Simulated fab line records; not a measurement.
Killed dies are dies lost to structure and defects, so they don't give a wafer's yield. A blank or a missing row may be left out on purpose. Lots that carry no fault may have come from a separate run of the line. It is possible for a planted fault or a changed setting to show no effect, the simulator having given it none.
A lot that was struck, set against a sound lot | flow gf180mcu | 17 out of 602 route steps
Sound: these wafers, L255.1, L255.3, L255.5. Struck: wafers L254.1, L254.6 (left out: L254.4, a lot-mate that was not struck); the cause follows at the end.
Each step with rows lists, per side, the tool, then ch with its chambers, then its first start. Under that, the readings that differ: sound wafers | struck wafers | difference of the means | sigmas: that difference in standard deviations of wafers without a fault.
alike: words and numbers the same on both sides, and readings whose means are apart by under 2 such deviations; not compared: readings that were withheld, readings missing a value for some wafer, numbers with overlapping values and no deviation given by the record, and bounds like >300 which may hide the same value.
A row with sigmas, a row that says differs or no value, or rows on one side alone: a step with any of these is where the two part. Numbers that have no deviation but don't overlap get no sigmas and don't part them. A reading that every wafer of one side lacks parts them only if that side has two wafers or more.

first, 3 steps without rows for these wafers: GF_V5_EXPOSE_11 (exposes mask Via5, target cd 260 nm); GF_V5_PEB_12 (peb time 90 s); GF_V5_DEVELOP_13 (develop time 60 s).
GF_V5_CD_MEAS_14: target cd 260 nm.
  sound on cd_sem-02, day 32 04:21; struck on cd_sem-02, day 32 02:21
  alike: cd_nm
GF_V5_OVL_MEAS_15:
  sound on overlay-01, day 32 04:28; struck on overlay-01, day 32 02:28
  alike: V5_OVL
GF_V5_ETCH_16: etches BARC in N2/H2.
  sound on rie_diel-02 ch 0,3, day 32 04:30; struck on rie_diel-02 ch 0,1, day 32 02:30
  alike: drypump_motor_current_A, oes_product_au, throttle_valve_pct
GF_V5_ETCH_17: etches SiO2 in C4F8/O2/Ar, stops on TiN, target depth 855 nm.
  sound: rie_diel-02 ch 0,3; struck: rie_diel-02 ch 0,1
  alike: oes_product_au
then, 3 steps without rows for these wafers: GF_V5_STRIP_18 (strips in O2/N2); GF_V5_STRIP_19 (strips in post etch residue remover, time 1200 s); GF_V5_CLEAN_20 (cleans in DIW).
GF_V5_SPUTTER_21: material Ti, target thk 15 nm, time 80.02 s.
  sound on pvd_sputter-01, day 32 05:13; struck on pvd_sputter-02, day 32 03:14
  reading                | sound          | struck    | difference | sigmas
  throttle_valve_pct (%) | 27.4 29.4 27.1 | 31.2 30.8 | +3.0       | +3
GF_V5_SPUTTER_22: material TiN, target thk 10 nm, time 40 s.
  sound on pvd_sputter-01, day 32 05:17; struck on pvd_sputter-02, day 32 03:17
  reading                | sound          | struck    | difference | sigmas
  throttle_valve_pct (%) | 27.2 29.4 27.2 | 31.1 30.8 | +3.0       | +2
GF_V5_CVD_23: deposits W, target thk 350 nm, time 104.9 s.
  sound on cvd_w-01 ch 1, day 32 05:19; struck on cvd_w-02 ch 0, day 32 03:20
  reading                          | sound             | struck      | difference | sigmas
  model.W_of_V5_CVD_23.thk_nm (nm) | 344.9 345.5 341.6 | 378.6 380.5 | +35.6      |
  alike: heater_power_w
GF_V5_RS_MEAS_24: measurement is done with a four-point probe.
  sound on film_metro-03, day 32 05:26; struck on film_metro-01, day 32 03:26
  reading          | sound             | struck      | difference | sigmas
  V5_W_RS (ohm/sq) | 0.332 0.332 0.336 | 0.303 0.301 | -0.031     | -8
GF_V5_THK_MEAS_25: measures by xrf.
  sound on film_metro-03, day 32 05:33; struck on film_metro-01, day 32 03:34
  reading       | sound       | struck  | difference | sigmas
  V5_W_THK (nm) | 349 349 345 | 377 379 | +30        | +7
GF_V5_CMP_26: polishes, stops on SiO2, t overpolish 15 s, target thk 0 nm.
  sound on cmp-01 ch 1,2, day 32 05:37; struck on cmp-02 ch 0,1, day 32 03:59
  alike: motor_current_A
following that, these wafers have no rows for 1 step: GF_PASSIVATION_PROBE_99.

## WHERE THEY PART
At GF_V5_SPUTTER_21 first; at GF_V5_THK_MEAS_25 last (within this record only). Later steps at which nothing parts them and some readings are alike: GF_V5_CMP_26.

WHY: whatever the simulator had introduced
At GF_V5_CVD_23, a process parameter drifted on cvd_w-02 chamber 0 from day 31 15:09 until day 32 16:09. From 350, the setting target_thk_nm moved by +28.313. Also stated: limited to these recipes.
